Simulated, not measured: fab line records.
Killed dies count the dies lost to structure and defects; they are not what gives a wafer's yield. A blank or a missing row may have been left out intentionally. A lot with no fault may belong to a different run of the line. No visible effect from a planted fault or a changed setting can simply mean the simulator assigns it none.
Chamber matching / flow gf180mcu / cmp-02 running GF_V2_CMP_26: 4 sister chambers
The step polishes, stops on SiO2, t overpolish 15 s, target thk 0 nm. 20 wafers are shown with their chamber, then 10 later ones without.

== WAFERS PAIRED WITH THEIR CHAMBERS ==
wafer=L075.1; chamber=0; motor_current_A (A)=12.5; edge_zone_pressure_frac=1.002; time_to_endpoint_s (s)=85
wafer=L075.2; chamber=1; motor_current_A (A)=10.7; edge_zone_pressure_frac=0.991; time_to_endpoint_s (s)=91
wafer=L075.5; chamber=0; motor_current_A (A)=12.0; edge_zone_pressure_frac=0.999; time_to_endpoint_s (s)=87
wafer=L082.2; chamber=1; motor_current_A (A)=10.8; edge_zone_pressure_frac=1.008; time_to_endpoint_s (s)=80
wafer=L082.5; chamber=3; motor_current_A (A)=10.6; edge_zone_pressure_frac=0.997; time_to_endpoint_s (s)=84
wafer=L082.6; chamber=2; motor_current_A (A)=10.2; edge_zone_pressure_frac=1.003; time_to_endpoint_s (s)=79
wafer=L084.1; chamber=2; motor_current_A (A)=10.0; edge_zone_pressure_frac=0.994; time_to_endpoint_s (s)=86
wafer=L084.3; chamber=3; motor_current_A (A)=10.8; edge_zone_pressure_frac=0.993; time_to_endpoint_s (s)=90
wafer=L084.4; chamber=0; motor_current_A (A)=12.0; edge_zone_pressure_frac=1.002; time_to_endpoint_s (s)=86
wafer=L085.1; chamber=1; motor_current_A (A)=10.3; edge_zone_pressure_frac=1.006; time_to_endpoint_s (s)=83
wafer=L085.2; chamber=2; motor_current_A (A)=9.9; edge_zone_pressure_frac=0.998; time_to_endpoint_s (s)=81
wafer=L085.3; chamber=3; motor_current_A (A)=10.7; edge_zone_pressure_frac=0.996; time_to_endpoint_s (s)=86
wafer=L087.3; chamber=0; motor_current_A (A)=12.0; edge_zone_pressure_frac=1.003; time_to_endpoint_s (s)=86
wafer=L087.5; chamber=1; motor_current_A (A)=10.8; edge_zone_pressure_frac=1.005; time_to_endpoint_s (s)=89
wafer=L087.6; chamber=2; motor_current_A (A)=10.9; edge_zone_pressure_frac=1.004; time_to_endpoint_s (s)=87
wafer=L090.1; chamber=2; motor_current_A (A)=10.1; edge_zone_pressure_frac=1.008; time_to_endpoint_s (s)=80
wafer=L090.2; chamber=1; motor_current_A (A)=10.6; edge_zone_pressure_frac=0.992; time_to_endpoint_s (s)=91
wafer=L090.5; chamber=1; motor_current_A (A)=11.0; edge_zone_pressure_frac=0.996; time_to_endpoint_s (s)=88
wafer=L091.3; chamber=3; motor_current_A (A)=10.8; edge_zone_pressure_frac=0.991; time_to_endpoint_s (s)=84
wafer=L091.4; chamber=2; motor_current_A (A)=10.1; edge_zone_pressure_frac=1.002; time_to_endpoint_s (s)=84

SIGNATURES (means of the wafers above)
reading=motor_current_A; chamber 0=12.125; chamber 1=10.700; chamber 2=10.200; chamber 3=10.725; scatter within a chamber=0.266
reading=edge_zone_pressure_frac; chamber 0=1.00150; chamber 1=0.99967; chamber 2=1.00150; chamber 3=0.99425; scatter within a chamber=0.00522
reading=time_to_endpoint_s; chamber 0=86.00; chamber 1=87.00; chamber 2=82.83; chamber 3=86.00; scatter within a chamber=3.38
Rule: distance of a wafer from a chamber = root of the sum over the readings of ((wafer's reading minus chamber's mean) / reading's scatter) squared. The wafer belongs to the nearest chamber; if the next one is less than 2 further off, it can't be placed. How the scatter is found: for the shown wafers, subtract from each reading the mean of its chamber, square and add these, divide the total by (wafers less chambers), then take the root.

== WAFERS MISSING THEIR CHAMBER ==
wafer=L091.6; motor_current_A (A)=11.0; edge_zone_pressure_frac=1.001; time_to_endpoint_s (s)=82
wafer=L095.3; motor_current_A (A)=11.4; edge_zone_pressure_frac=0.997; time_to_endpoint_s (s)=87
wafer=L095.4; motor_current_A (A)=12.1; edge_zone_pressure_frac=0.998; time_to_endpoint_s (s)=83
wafer=L095.5; motor_current_A (A)=10.9; edge_zone_pressure_frac=0.993; time_to_endpoint_s (s)=90
wafer=L096.1; motor_current_A (A)=11.2; edge_zone_pressure_frac=1.006; time_to_endpoint_s (s)=85
wafer=L096.2; motor_current_A (A)=11.9; edge_zone_pressure_frac=1.003; time_to_endpoint_s (s)=85
wafer=L096.4; motor_current_A (A)=11.1; edge_zone_pressure_frac=0.992; time_to_endpoint_s (s)=83
wafer=L097.1; motor_current_A (A)=9.8; edge_zone_pressure_frac=1.005; time_to_endpoint_s (s)=82
wafer=L097.4; motor_current_A (A)=11.2; edge_zone_pressure_frac=1.001; time_to_endpoint_s (s)=86
wafer=L097.6; motor_current_A (A)=10.1; edge_zone_pressure_frac=1.001; time_to_endpoint_s (s)=78

== WHICH CHAMBER EACH WENT THROUGH ==
wafer=L091.6; from the rows above=can't be placed: 1 or 3 or 2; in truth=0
wafer=L095.3; from the rows above=can't be placed: 3 or 1 or 0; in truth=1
wafer=L095.4; from the rows above=0; in truth=0
wafer=L095.5; from the rows above=can't be placed: 3 or 1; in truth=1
wafer=L096.1; from the rows above=can't be placed: 1 or 3 or 0 or 2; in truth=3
wafer=L096.2; from the rows above=0; in truth=0
wafer=L096.4; from the rows above=can't be placed: 3 or 1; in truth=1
wafer=L097.1; from the rows above=2; in truth=2
wafer=L097.4; from the rows above=can't be placed: 1 or 3 or 0 or 2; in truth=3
wafer=L097.6; from the rows above=2; in truth=2
Correctly placed: 4 of 10. These rows do not allow placing 6 (true chamber among the candidates in 5). Number placed wrongly: 0.
